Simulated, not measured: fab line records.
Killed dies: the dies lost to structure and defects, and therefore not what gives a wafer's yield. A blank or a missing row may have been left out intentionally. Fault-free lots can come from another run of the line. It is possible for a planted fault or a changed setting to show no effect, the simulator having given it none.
fab line records -- flow sky130
[record] lots = 6, wafers = 18, last-day = 50
route steps=708 shown FIELD_ISO@7
lots untouched by any fault: they come from a run of this same line in which no faults occurred
start-h: start of the lot's first displayed wafer, in hours after the record's first day -- wait-h: hours since the lot's step before -- " same as the row above -- L1.1+2: several wafers, shown together as one row -- - either no value or no given start -- * or withheld: withheld -- < > ~ a bound
route shown NAME@n: a module of which the file shows steps, and the number in the route of the first -- usual: the fault-free wafers' mean and standard deviation -- same: alike in all rows -- chamber/n: place in a boat -- sites: the reading at each site -- _std_site: the standard deviation of these -- _edge_site: inner sites' mean taken away from outer sites' mean -- radius-mm: how far each site lies from the wafer's centre -- mask NAME#n: copy n -- behind: the tool/chamber that last shaped the wafer -- hold: the reason the lot was held/the length of the hold in hours/how it ended -- device: transistor that didn't switch, given as n, p or np -- end of line: the route-end tests of the same wafers -- a step given without rows: its recipe and nothing more -- killed: the dies lost at the first sort to structure and to defects; this is not the yield of the wafer -- map: dies across one wafer; x = killed, . = not, _ = none there
set.NAME: the setting as run; set.NAME@STEP: as run at that earlier step -- model.NAME: the simulator's own value behind a step, which no gauge read
certain route steps with their lots: each step a table, each wafer a row
services: a tool's chamber out of use, with start hour (start-h, from the record's first day; less than 0 if before it), hours out, and reason
[[steps]]
[step SKY_FIELD_ISO_HMDS_06]
[recipe] prime-time-s = 60, prime-temp-c = 120
[step SKY_FIELD_ISO_COAT_07]
[recipe] resist = BARC, temp-c = withheld, time-s = withheld, spin-rpm = 3000, resist-thk-nm = 60
[step SKY_FIELD_ISO_COAT_08]
[recipe] resist = KrF-thick, spin-rpm = 3000, resist-thk-nm = 450
[step SKY_FIELD_ISO_SOFTBAKE_09]
[recipe] temp-c = 100, time-s = 90, resist = KrF-thick
[step SKY_FIELD_ISO_EXPOSE_10]
[recipe] mask-id = FOM, na = 0.68, source-shape = annular, sigma-inner = 0.4, sigma-outer = 0.8, target-cd-nm = 150, dose-mj = 28
[step SKY_FIELD_ISO_PEB_11]
[recipe] peb-temp-c = withheld, peb-time-s = withheld, resist = KrF-thick
[step SKY_FIELD_ISO_DEVELOP_12]
[recipe] develop-time-s = 60, resist = KrF-thick, dev-temp-c = 21
[step SKY_FIELD_ISO_CD_MEAS_13]
[recipe] target-cd-nm = 150
[usual] cd-nm = 150.4/1.5
lot.wafer,tool,chamber,start-h,wait-h,cd-nm
L893.1,cd-sem-01,-,34.45,-,152.0
L893.4,cd-sem-01,-,34.45,-,151.4
L893.5,cd-sem-01,-,34.45,-,153.5
L897.3,cd-sem-01,-,52.81,-,148.1
L897.4,cd-sem-01,-,52.81,-,148.9
L897.5,cd-sem-01,-,52.81,-,148.4
L909.2,cd-sem-02,-,118.02,-,150.4
L909.3,cd-sem-02,-,118.02,-,150.5
L909.6,cd-sem-02,-,118.02,-,146.9
L910.2,cd-sem-02,-,123.21,-,148.2
L910.3,cd-sem-02,-,123.21,-,147.7
L910.4,cd-sem-02,-,123.21,-,147.1
L911.2,cd-sem-01,-,128.92,-,152.6
L911.3,cd-sem-01,-,128.92,-,152.1
L911.5,cd-sem-01,-,128.92,-,153.2
L913.2,cd-sem-02,-,137.96,-,148.3
L913.4,cd-sem-02,-,137.96,-,148.0
L913.5,cd-sem-02,-,137.96,-,146.3
[step SKY_FIELD_ISO_ETCH_14]
[recipe] chemistry = N2/H2, target = BARC, ion-energy-ev = 200, source-w = 500, bias-w = 100, pressure-mtorr = 30, n2-flow-sccm = 100, h2-flow-sccm = 200, stop-on = SiO2, time-s = 45.9, target-depth-a = 600
[usual] bias-w = 100.02/0.29, chamber-pressure-mTorr = 30.002/0.027, drypump-motor-current-A = 5.83/0.27, oes-product-au = 0.855/0.0051, throttle-valve-pct = 13.224/0.0087
lot.wafer,tool,chamber,start-h,wait-h,bias-w,chamber-pressure-mTorr,drypump-motor-current-A,oes-product-au,rf-hours-counter-h,throttle-valve-pct
L893.1,rie-diel-04,3,34.57,0.1,100.08,29.987,5.77,0.848,83,13.215
L893.4,rie-diel-04,2,34.57,0.1,99.95,30.032,5.97,0.854,90,13.226
L893.5,rie-diel-04,1,34.57,0.1,99.68,30.016,5.55,0.847,-,13.234
L897.3,rie-diel-02,1,52.89,0.1,99.67,30.001,5.71,0.852,39,13.221
L897.4,rie-diel-02,0,52.89,0.1,100.21,30.013,5.94,0.856,120,13.228
L897.5,rie-diel-02,0,52.89,0.1,100.28,30.010,5.95,0.850,-,13.223
L909.2,rie-diel-01,2,118.12,0.1,99.70,29.977,6.15,0.859,69,13.211
L909.3,rie-diel-01,1,118.12,0.1,100.05,29.954,5.50,0.865,152,13.232
L909.6,rie-diel-01,2,118.12,0.1,100.13,29.987,6.14,0.860,-,13.220
L910.2,rie-diel-02,2,123.31,0.1,99.99,29.971,5.97,0.847,44,13.229
L910.3,rie-diel-02,1,123.31,0.1,100.24,30.005,5.72,0.857,40,13.222
L910.4,rie-diel-02,3,123.31,0.1,100.05,30.007,5.58,0.859,143,13.231
L911.2,rie-diel-02,3,129.02,0.1,99.72,29.942,5.63,0.852,143,13.218
L911.3,rie-diel-02,2,129.02,0.1,99.10,30.042,5.97,0.855,45,13.211
L911.5,rie-diel-02,0,129.02,0.1,100.18,30.024,5.97,0.856,-,13.224
L913.2,rie-diel-02,3,138.06,0.1,100.09,30.011,5.57,0.847,143,13.234
L913.4,rie-diel-02,0,138.06,0.1,99.93,29.994,5.93,0.855,121,13.225
L913.5,rie-diel-02,0,138.06,0.1,99.76,29.955,5.96,0.860,-,13.215
[step SKY_FIELD_ISO_ETCH_15]
[recipe] chemistry = CHF3/O2, target-depth-nm = 180, stop-on = Si, source-w = 600, bias-w = 200, pressure-mtorr = 40, chf3-flow-sccm = 50, O2_flow_sccm = 5, time-s = 72
[usual] O2_flow_sccm = 5.001/0.016, bias-w = 199.9/0.63, drypump-motor-current-A = 5.82/0.27, oes-product-au = 0.945/0.0062, throttle-valve-pct = 8.845/0.0091
lot.wafer,tool,chamber,start-h,wait-h,O2_flow_sccm,bias-w,drypump-motor-current-A,oes-product-au,rf-hours-counter-h,throttle-valve-pct
L893.1,rie-diel-04,3,34.61,0.0,5.029,200.3,5.78,0.949,83,8.839
L893.4,rie-diel-04,2,34.61,0.0,5.013,200.2,5.94,0.945,90,8.856
L893.5,rie-diel-04,1,34.61,0.0,5.029,200.4,5.54,0.945,-,8.835
L897.3,rie-diel-02,1,52.93,0.0,4.997,199.8,5.70,0.949,39,8.851
L897.4,rie-diel-02,0,52.93,0.0,5.014,199.7,5.99,0.946,120,8.839
L897.5,rie-diel-02,0,52.93,0.0,5.031,199.3,5.97,0.940,-,8.832
L909.2,rie-diel-01,2,118.17,0.0,5.030,199.4,6.12,0.947,69,8.864
L909.3,rie-diel-01,1,118.17,0.0,5.001,199.9,5.50,0.945,152,8.851
L909.6,rie-diel-01,2,118.17,0.0,5.032,200.0,6.11,0.941,-,8.850
L910.2,rie-diel-02,2,123.36,0.0,5.024,199.3,5.92,0.945,44,8.833
L910.3,rie-diel-02,1,123.36,0.0,5.027,199.7,5.72,0.938,40,8.836
L910.4,rie-diel-02,3,123.36,0.0,4.999,199.7,5.57,0.942,143,8.846
L911.2,rie-diel-02,3,129.07,0.0,5.037,200.2,5.56,0.946,143,8.835
L911.3,rie-diel-02,2,129.07,0.0,4.993,200.5,5.96,0.961,45,8.862
L911.5,rie-diel-02,0,129.07,0.0,5.023,199.2,5.95,0.955,-,8.833
L913.2,rie-diel-02,3,138.11,0.0,4.996,200.2,5.60,0.952,143,8.837
L913.4,rie-diel-02,0,138.11,0.0,5.005,199.3,5.96,0.937,121,8.836
L913.5,rie-diel-02,0,138.11,0.0,4.989,199.6,5.94,0.942,-,8.841
[step SKY_FIELD_ISO_STRIP_16]
[recipe] chemistry = O2/N2, power-w = 1400, pressure-mtorr = 1500, platen-temp-c = withheld, o2-flow-sccm = 3000, n2-flow-sccm = 300, overash-fraction = 0.5
[usual] drypump-motor-current-A = 6.0/0.53, oes-product-au = 0.378/0.0046, strip-time-to-endpoint-s = 3.547/0.027
lot.wafer,tool,chamber,start-h,wait-h,drypump-motor-current-A,oes-product-au,rf-hours-counter-h,strip-time-to-endpoint-s
L893.1,plasma-asher-03,0,34.66,0.0,5.8,0.381,33,3.491
L893.4,plasma-asher-03,1,34.66,0.0,5.3,0.380,-,3.551
L893.5,plasma-asher-03,1,34.66,0.0,5.3,0.385,-,3.563
L897.3,plasma-asher-04,1,53.02,0.1,6.6,0.386,-,3.576
L897.4,plasma-asher-04,0,53.02,0.1,5.7,0.373,-,3.571
L897.5,plasma-asher-04,1,53.02,0.1,6.6,0.387,-,3.568
L909.2,plasma-asher-03,1,118.22,0.0,5.3,0.372,0,3.504
L909.3,plasma-asher-03,1,118.22,0.0,5.3,0.371,-,3.532
L909.6,plasma-asher-03,1,118.22,0.0,5.3,0.385,-,3.512
L910.2,plasma-asher-02,1,123.41,0.0,6.9,0.375,37,3.508
L910.3,plasma-asher-02,0,123.41,0.0,6.0,0.379,-,3.578
L910.4,plasma-asher-02,1,123.41,0.0,6.9,0.377,-,3.534
L911.2,plasma-asher-03,1,129.12,0.0,5.3,0.379,1,3.554
L911.3,plasma-asher-03,1,129.12,0.0,5.3,0.381,-,3.542
L911.5,plasma-asher-03,0,129.12,0.0,5.8,0.378,-,3.600
L913.2,plasma-asher-02,0,138.16,0.0,6.1,0.383,39,3.529
L913.4,plasma-asher-02,0,138.16,0.0,6.1,0.378,-,3.551
L913.5,plasma-asher-02,0,138.16,0.0,6.0,0.382,-,3.516
[step SKY_FIELD_ISO_ETCH_17]
[recipe] target-depth-a = 3420, mask-material = Si3N4, chemistry = HBr/Cl2/O2, target = Si, taper-deg = 5, icp-w = 600, bias-w = 150, pressure-mtorr = 15, HBr_flow_sccm = 150, Cl2_flow_sccm = 40, O2_flow_sccm = 6, time-s = 97.7
[usual] HBr_flow_sccm = 149.9/0.4, O2_flow_sccm = 6.003/0.017, drypump-motor-current-A = 5.6/0.42, oes-product-au = 0.998/0.0068, throttle-valve-pct = 25.658/0.011
lot.wafer,tool,chamber,start-h,wait-h,HBr_flow_sccm,O2_flow_sccm,drypump-motor-current-A,oes-product-au,rf-hours-counter-h,throttle-valve-pct
L893.1,rie-si-02,0,34.76,0.1,150.2,5.987,5.8,1.005,72,25.643
L893.4,rie-si-02,3,34.76,0.1,150.1,6.003,5.0,1.005,-,25.638
L893.5,rie-si-02,1,34.76,0.1,150.1,6.000,6.0,1.007,-,25.661
L897.3,rie-si-02,0,53.08,0.0,150.1,6.016,5.8,1.002,72,25.666
L897.4,rie-si-02,3,53.08,0.0,149.4,5.983,4.9,0.996,-,25.640
L897.5,rie-si-02,0,53.08,0.0,150.0,6.025,5.7,0.991,-,25.674
L909.2,rie-si-01,2,118.32,0.1,149.8,6.008,6.4,0.992,0,25.647
L909.3,rie-si-01,3,118.32,0.1,150.2,6.035,5.7,0.996,112,25.662
L909.6,rie-si-01,1,118.32,0.1,150.3,6.041,5.5,0.990,-,25.657
L910.2,rie-si-02,1,123.51,0.1,149.6,6.011,6.0,0.988,53,25.676
L910.3,rie-si-02,0,123.51,0.1,150.0,6.000,5.7,1.001,73,25.662
L910.4,rie-si-02,2,123.51,0.1,149.7,5.983,6.4,1.001,1,25.662
L911.2,rie-si-02,1,129.22,0.1,150.0,5.994,6.0,1.004,53,25.637
L911.3,rie-si-02,0,129.22,0.1,149.5,6.009,5.7,0.991,73,25.652
L911.5,rie-si-02,3,129.22,0.1,150.0,5.979,5.0,0.988,-,25.664
L913.2,rie-si-02,0,138.26,0.1,149.7,5.981,5.8,0.997,73,25.653
L913.4,rie-si-02,0,138.26,0.1,150.2,5.969,5.7,1.010,-,25.656
L913.5,rie-si-02,3,138.26,0.1,149.9,5.995,4.9,0.995,-,25.653
[step SKY_FIELD_ISO_WET_ETCH_18]
[recipe] chemistry = H3PO4, target-depth-nm = 25, temp-c = 160, target = Si3N4, time-s = 286
[usual] bath-guard-temp-C = 160.2/0.48, bath-heat-duty-pct = 26/3.5
lot.wafer,tool,chamber,start-h,wait-h,bath-guard-temp-C,bath-heat-duty-pct,model.Si3N4_of_FIELD_ISO_CVD_03.thk-nm
L893.1,wet-bench-02,0,34.84,0.0,159.9,30,124.9
L893.4,wet-bench-02,0,34.84,0.0,159.6,29,124.3
L893.5,wet-bench-02,0,34.84,0.0,159.4,29,125.2
L897.3,wet-bench-01,2,53.15,0.0,159.8,29,125.9
L897.4,wet-bench-01,2,53.15,0.0,159.7,26,124.8
L897.5,wet-bench-01,2,53.15,0.0,160.0,25,124.8
L909.2,wet-bench-01,2,118.39,0.0,-,-,150.3
L909.3,wet-bench-01,2,118.39,0.0,-,-,149.4
L909.6,wet-bench-01,2,118.39,0.0,-,-,150.3
L910.2,wet-bench-02,0,123.58,0.0,-,-,148.4
L910.3,wet-bench-02,0,123.58,0.0,-,-,149.2
L910.4,wet-bench-02,0,123.58,0.0,-,-,148.6
L911.2,wet-bench-03,0,129.29,0.0,160.6,24,124.9
L911.3,wet-bench-03,0,129.29,0.0,160.4,26,126
L911.5,wet-bench-03,0,129.29,0.0,160.6,23,125.7
L913.2,wet-bench-02,3,138.33,0.0,159.4,23,124.9
L913.4,wet-bench-02,3,138.33,0.0,159.6,27,124.7
L913.5,wet-bench-02,3,138.33,0.0,159.9,23,124.4
[step SKY_FIELD_ISO_CLEAN_19]
[recipe] chemistry = SC1/SC2, mix = 1:4:20, temp-c = 70, time-s = 150
[step SKY_FIELD_ISO_CLEAN_20]
[recipe] chemistry = dHF, time-s = 20, dilution = 100:1
[step SKY_FIELD_ISO_WET_ETCH_21]
[recipe] chemistry = dHF, dilution = 100:1, target-depth-nm = 20, dry = ipa-marangoni, target = SiO2, temp-c = 25, time-s = 400
[step SKY_FIELD_ISO_OXIDATION_22]
[recipe] temp-c = 950, ambient = O2, stabilise-s = 600, purge-s = 300, target-thk-a = 100, ox-time-s = 623
[step SKY_FIELD_ISO_CVD_24]
[recipe] material = SiO2, target-thk-nm = 595, temp-c = 650, sigma-open-frac = 0.3, time-s = 99.2, sih4-flow-sccm = 60, pressure-mtorr = 6
[step SKY_FIELD_ISO_ANNEAL_26]
[recipe] temp-c = 1000, time-s = 1800, ambient = N2
[step SKY_FIELD_ISO_CMP_27]
[recipe] stop-on = Si3N4, t-overpolish-s = 16, down-force-psi = 4, platen-rpm = 60, target-thk-nm = 457.8, pad-velocity-m-s = 0.94248
[usual] motor-current-A = 11.8/0.67
lot.wafer,tool,chamber,start-h,wait-h,motor-current-A
L893.4,cmp-01,3,51.23,0.0,11.4
L893.1,cmp-01,2,51.23,0.0,12.2
L893.5,cmp-01,3,51.23,0.0,10.6
L897.4,cmp-01,3,59.49,0.1,10.9
L897.3,cmp-01,1,59.49,0.1,11.6
L897.5,cmp-01,3,59.49,0.1,10.8
L909.2,cmp-01,1,123.81,0.1,12.0
L909.3,cmp-01,3,123.81,0.1,10.6
L909.6,cmp-01,0,123.81,0.1,12.4
L910.3,cmp-01,1,129.57,0.0,11.7
L910.2,cmp-01,2,129.57,0.0,11.7
L910.4,cmp-01,0,129.57,0.0,11.9
L911.3,cmp-02,0,134.39,0.0,12.4
L911.2,cmp-02,2,134.39,0.0,11.3
L911.5,cmp-02,1,134.39,0.0,12.5
L913.4,cmp-01,1,142.58,0.0,11.3
L913.2,cmp-01,3,142.58,0.0,10.6
L913.5,cmp-01,2,142.58,0.0,12.0
[step SKY_FIELD_ISO_WET_ETCH_28]
[recipe] chemistry = dHF, target-depth-nm = 23.7, target = SiO2, dilution = 10:1, temp-c = 25, time-s = 47
[usual] bath-heat-duty-pct = 6.0/0.77, run-length-s = 76/3
lot.wafer,tool,chamber,start-h,wait-h,bath-heat-duty-pct,run-length-s,model.Si3N4_of_FIELD_ISO_CVD_03.thk-nm
L893.1,wet-bench-01,3,51.55,0.1,6.9,73,118.9
L893.4,wet-bench-01,3,51.55,0.1,6.0,73,118.4
L893.5,wet-bench-01,3,51.55,0.1,6.7,73,119.3
L897.3,wet-bench-03,2,59.74,0.1,6.9,72,120
L897.4,wet-bench-03,2,59.74,0.1,6.9,72,118.9
L897.5,wet-bench-03,2,59.74,0.1,6.8,72,118.8
L909.2,wet-bench-02,3,124.06,0.2,5.7,73,144.3
L909.3,wet-bench-02,3,124.06,0.2,5.4,73,143.5
L909.6,wet-bench-02,3,124.06,0.2,6.4,73,144.3
L910.2,wet-bench-03,1,129.87,0.2,5.2,79,142.5
L910.3,wet-bench-03,1,129.87,0.2,5.2,79,143.3
L910.4,wet-bench-03,1,129.87,0.2,4.5,79,142.7
L911.2,wet-bench-02,1,134.69,0.1,4.7,74,119
L911.3,wet-bench-02,1,134.69,0.1,6.2,74,120
L911.5,wet-bench-02,1,134.69,0.1,6.2,74,119.8
L913.2,wet-bench-02,2,142.88,0.1,6.7,75,119
L913.4,wet-bench-02,2,142.88,0.1,6.2,75,118.8
L913.5,wet-bench-02,2,142.88,0.1,6.5,75,118.4
[step SKY_FIELD_ISO_WET_ETCH_29]
[recipe] chemistry = H3PO4, target-depth-nm = 160, target = Si3N4, temp-c = 160, time-s = 1825
[[services]]
tool,chamber,start-h,hours,kind
rie-si-01,0,12.85,6.1,repair
plasma-asher-02,-,14.16,15.6,pm
plasma-asher-03,-,19.94,14.6,pm
cmp-02,-,36.85,1.9,repair
plasma-asher-02,-,37.09,34.3,repair
plasma-asher-02,-,44.06,4.2,repair
wet-bench-01,-,44.62,2.2,repair
rie-si-01,0,52.40,2.9,repair
cmp-02,-,64.00,4.0,pm
rie-si-02,0,68.85,8.6,repair
plasma-asher-02,-,77.68,14.6,pm
cmp-02,-,79.41,6.4,pm
rie-diel-04,2,84.27,10.2,repair
plasma-asher-03,-,84.62,1.5,repair
cmp-01,-,85.83,6.4,pm
cmp-01,-,92.20,5.7,pm
wet-bench-02,-,93.59,10.2,repair
rie-si-02,2,102.38,2.1,repair
plasma-asher-03,-,108.75,9.0,pm
plasma-asher-03,0,108.75,9.0,vent-cycle
plasma-asher-04,-,113.94,2.8,pm
wet-bench-01,-,122.65,1.8,repair
rie-si-02,2,127.03,17.8,repair
wet-bench-01,-,128.64,4.4,repair
[[key]]
[first-sign] step = SKY_FIELD_ISO_WET_ETCH_18, reading = tool-record, direction = missing
effect none on later readings
[model-effect] step = SKY_FIELD_ISO_WET_ETCH_18, value = Si3N4_of_FIELD_ISO_CVD_03.thk-nm, without = 124.7, struck = 149.4
[model-effect] step = SKY_FIELD_ISO_WET_ETCH_28, value = Si3N4_of_FIELD_ISO_CVD_03.thk-nm, without = 118.8, struck = 143.4
met-at SKY_FIELD_ISO_WET_ETCH_18
struck-wafers L909.2,L909.3,L909.6,L910.2,L910.3,L910.4
rows-end L909.2,L909.3,L909.6
later-rows-left-out L910.2,L910.3,L910.4
sort-left-out L910.2,L910.3,L910.4
tester-left-out L910
onset-between 53.15 118.39
[fault] kind = skipped-step-whole, tool = wet-bench-01,wet-bench-02, chamber = -, onset-h = 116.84, steps = SKY_FIELD_ISO_WET_ETCH_18, scope = struck-lots-only
// tester-left-out: of these lots the tester's yield and bins aren't shown, on N5 and GAA mostly nor the transistor test; their killed dies are dies lost to structure and defects alone, not to doping, threshold or leakage, so they don't give the yield
// sort-left-out: the simulated sort isn't trusted on such a fault, so these wafers' sort isn't shown, and their yield isn't known
// later-rows-left-out: the simulator's readings of these wafers behind a module that went badly wrong aren't trusted and aren't shown, but for the sort
// rows-end: these wafers met a further fault down the route, and their rows from its step on are left out
